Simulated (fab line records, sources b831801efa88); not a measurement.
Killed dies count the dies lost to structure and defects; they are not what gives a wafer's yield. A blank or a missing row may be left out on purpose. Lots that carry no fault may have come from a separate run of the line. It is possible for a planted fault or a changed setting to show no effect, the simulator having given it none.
What tool caused it? | flow gf180mcu | 39 wafers from 13 lots sampled at 5 of the route's 602 steps

## WHAT EACH GAUGE READ, for each wafer
GF_STI_CD_MEAS_12: target cd 220 nm.
lot  | measured    | on       | cdNm (nm)
L273 | day 2 02:20 | cdSem-01 | 221.2 220.6 219.8
L275 | day 2 11:32 | cdSem-02 | 220.6 220.1 221.3
L278 | day 3 03:10 | cdSem-01 | 220.6 219.0 221.7
L279 | day 3 08:14 | cdSem-01 | 218.6 217.7 219.5
L280 | day 3 13:49 | cdSem-01 | 220.5 219.6 218.9
L288 | day 5 07:04 | cdSem-01 | 219.1 218.8 218.3
L289 | day 5 11:13 | cdSem-02 | 220.1 218.2 219.4
L290 | day 5 17:37 | cdSem-02 | 220.3 218.2 219.7
L292 | day 6 04:19 | cdSem-01 | 219.6 219.2 219.5
L293 | day 6 08:49 | cdSem-02 | 221.9 220.3 220.0
L294 | day 6 14:10 | cdSem-02 | 218.4 218.2 219.6
L295 | day 6 18:04 | cdSem-01 | 219.3 219.5 220.5
L296 | day 7 00:51 | cdSem-01 | 218.5 218.5 219.0

GF_STI_THK_MEAS_22.
lot  | measured    | on           | STI_OXIDATION_01_THK (nm)
L273 | day 2 04:12 | filmMetro-01 | 15.19 14.99 15.24
L275 | day 2 14:17 | filmMetro-04 | 14.92 15.02 15.06
L278 | day 3 06:05 | filmMetro-01 | 15.33 15.01 15.38
L279 | day 3 11:36 | filmMetro-02 | 14.65 14.65 14.61
L280 | day 3 15:41 | filmMetro-01 | 15.21 15.10 15.03
L288 | day 5 09:52 | filmMetro-01 | 14.97 14.82 14.82
L289 | day 5 13:05 | filmMetro-04 | 15.46 15.55 15.07
L290 | day 5 19:47 | filmMetro-01 | 15.02 15.27 15.04
L292 | day 6 06:48 | filmMetro-01 | 15.08 15.32 15.49
L293 | day 6 11:13 | filmMetro-01 | 14.94 15.13 14.73
L294 | day 6 16:03 | filmMetro-04 | 15.17 15.07 15.30
L295 | day 6 19:59 | filmMetro-04 | 15.11 15.27 15.08
L296 | day 7 02:41 | filmMetro-04 | 14.85 14.68 14.75

GF_HV_LDD_OVL_MEAS_08.
lot  | measured     | on         | HV_LDD_OVL (nm)
L273 | day 9 23:59  | overlay-01 | -1.1 0.1 1.0
L275 | day 10 12:08 | overlay-02 | 0.0 1.9 2.2
L278 | day 11 13:29 | overlay-02 | -1.8 -0.7 -1.2
L279 | day 11 20:53 | overlay-02 | 0.7 0.2 1.4
L280 | day 12 00:35 | overlay-01 | 0.8 1.6 0.9
L288 | day 14 15:02 | overlay-02 | 2.9 2.2 1.0
L289 | day 14 18:14 | overlay-01 | -1.3 -3.6 -3.6
L290 | day 15 02:26 | overlay-01 | 0.4 0.7 -0.1
L292 | day 15 17:57 | overlay-01 | 1.1 1.5 0.3
L293 | day 16 14:50 | overlay-01 | 0.0 0.4 1.6
L294 | day 16 14:32 | overlay-01 | 1.6 0.1 1.7
L295 | day 16 14:53 | overlay-01 | -1.5 -2.0 0.2
L296 | day 17 00:15 | overlay-02 | 2.8 0.5 -0.8

## EACH LOT AND THE TOOL THAT RAN IT (in order: tool; ch and the chambers of the sampled wafers; start)
lot  | GF_STI_ETCH_13                   | GF_STI_STRIP_15
L273 | rieDiel-01 ch 0,1, day 2 02:26   | plasmaAsher-04 ch 0,1, day 2 02:35
L275 | rieDiel-01 ch 0,1,2, day 2 11:38 | plasmaAsher-02 ch 0,1, day 2 11:47
L278 | rieDiel-01 ch 0,2,3, day 3 03:17 | plasmaAsher-01 ch 0,1, day 3 03:26
L279 | rieDiel-01 ch 0,3, day 3 08:20   | plasmaAsher-02 ch 0,1, day 3 08:29
L280 | rieDiel-02 ch 0,1,2, day 3 13:56 | plasmaAsher-01 ch 0,1, day 3 14:05
L288 | rieDiel-04 ch 1,2,3, day 5 07:11 | plasmaAsher-01 ch 0,1, day 5 07:20
L289 | rieDiel-04 ch 0,1,3, day 5 11:20 | plasmaAsher-02 ch 0,1, day 5 11:29
L290 | rieDiel-04 ch 0,1,2, day 5 17:44 | plasmaAsher-02 ch 0,1, day 5 17:53
L292 | rieDiel-04 ch 1,2, day 6 04:23   | plasmaAsher-01 ch 0,1, day 6 04:35
L293 | rieDiel-02 ch 1,2,3, day 6 08:56 | plasmaAsher-04 ch 0,1, day 6 09:05
L294 | rieDiel-02 ch 1,2,3, day 6 14:17 | plasmaAsher-01 ch 0,1, day 6 14:26
L295 | rieDiel-02 ch 1,2, day 6 18:11   | plasmaAsher-02 ch 0,1, day 6 18:20
L296 | rieDiel-02 ch 0,1,2, day 7 00:56 | plasmaAsher-04 ch 0,1, day 7 01:07
- GF_STI_ETCH_13: etches the open film in CHF3/O2, stops on Si, target depth 282.31 nm, time 112.9 s.
- GF_STI_STRIP_15: strips in O2/N2.

## AS READ BY THE TOOLS THEMSELVES (means over the sampled wafers that have a number; for cases with no such wafer, the mark the record gives instead)
GF_STI_ETCH_13.
lot  | tool       | drypumpMotorCurrentA (A) | oesProductAu (a.u.) | runLengthS (s) | throttleValvePct (%)
L273 | rieDiel-01 | 5.4                      | 0.838               | 141.2          | 8.822
L275 | rieDiel-01 | 5.6                      | 0.835               | 141.4          | 8.813
L278 | rieDiel-01 | 5.8                      | 0.856               | 138.1          | 8.824
L279 | rieDiel-01 | 5.8                      | 0.862               | 137.5          | 8.826
L280 | rieDiel-02 | 5.7                      | 0.837               | 141.1          | 8.812
L288 | rieDiel-04 | 5.4                      | 0.839               | 141.1          | 8.810
L289 | rieDiel-04 | 5.3                      | 0.832               | 141.3          | 8.807
L290 | rieDiel-04 | 5.5                      | 0.834               | 141.3          | 8.810
L292 | rieDiel-04 | 5.1                      | 0.836               | 141.0          | 8.819
L293 | rieDiel-02 | 5.5                      | 0.836               | 141.3          | 8.815
L294 | rieDiel-02 | 5.5                      | 0.833               | 141.1          | 8.810
L295 | rieDiel-02 | 5.2                      | 0.835               | 140.9          | 8.812
L296 | rieDiel-02 | 5.7                      | 0.824               | 141.3          | 8.811

GF_STI_STRIP_15.
lot  | tool           | drypumpMotorCurrentA (A) | heaterPowerW (W) | n2FlowSccm (sccm) | oesProductAu (a.u.) | stripTimeToEndpointS (s)
L273 | plasmaAsher-04 | 6.1                      | 316              | 299.5             | 0.386               | 3.73
L275 | plasmaAsher-02 | 5.8                      | 325              | 300.3             | 0.384               | 3.67
L278 | plasmaAsher-01 | 5.4                      | 338              | 300.7             | 0.387               | 3.78
L279 | plasmaAsher-02 | 5.9                      | 324              | 299.9             | 0.391               | 3.80
L280 | plasmaAsher-01 | 5.7                      | 347              | 300.4             | 0.382               | 3.67
L288 | plasmaAsher-01 | 5.7                      | 337              | 300.9             | 0.383               | 3.77
L289 | plasmaAsher-02 | 5.9                      | 327              | 300.0             | 0.380               | 3.70
L290 | plasmaAsher-02 | 5.9                      | 325              | 300.3             | 0.384               | 3.72
L292 | plasmaAsher-01 | 5.7                      | 338              | 299.9             | 0.379               | 3.71
L293 | plasmaAsher-04 | 5.7                      | 309              | 299.7             | 0.385               | 3.70
L294 | plasmaAsher-01 | 5.4                      | 335              | 299.7             | 0.382               | 3.73
L295 | plasmaAsher-02 | 5.8                      | 326              | 300.3             | 0.383               | 3.71
L296 | plasmaAsher-04 | 6.1                      | 315              | 299.7             | 0.384               | 3.72

## THE ANSWER, worked out from the rows above alone
Rule: the usual values come from the lots themselves. The widest of any qualifying gaps counts: lots, ordered by their means at a reading, are off when they make up no more than a third of the lots, leave a main group of 4 or more, and stand apart from it by 3 or more times the standard deviation of that group's means. The tables above print the reading to a certain number of digits; a main group whose means all agree to those digits is not used. A lot without any number at a reading at which 4 lots or more have one is off too. Where the step has rows for the other lots, those lots are counted as sound. Order of review: gauges by route order, followed by the tools' own readings, for which a lot's mean as printed above is used. At the first step where some lot is off, the reading lying furthest off is the one used; lots without a number count as furthest.
Off, at GF_STI_ETCH_13 on runLengthS: L278, L279. The main group: mean 141.2 s, standard deviation 0.15.
A tool fits if, at that step or a process step before it, it ran every lot that is off, and no sound lot after the first of them. One fits: rieDiel-01 at GF_STI_ETCH_13. A fault onset in the window from L275 (day 2 11:38, its last sound lot) to L278 (day 3 03:17, its first lot off) fits.
The tool's own readings at GF_STI_ETCH_13 bear it out: on the lots that are off they differ by more than 5 times the standard deviation of the sound lots' means. oesProductAu reads 0.859 a.u. there against 0.834 a.u. on the sound lots; runLengthS reads 137.8 s there against 141.2 s on the sound lots.

## WHAT THE SIMULATOR PUT IN
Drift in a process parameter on rieDiel-01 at GF_STI_ETCH_13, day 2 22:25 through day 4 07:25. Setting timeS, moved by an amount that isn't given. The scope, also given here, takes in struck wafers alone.
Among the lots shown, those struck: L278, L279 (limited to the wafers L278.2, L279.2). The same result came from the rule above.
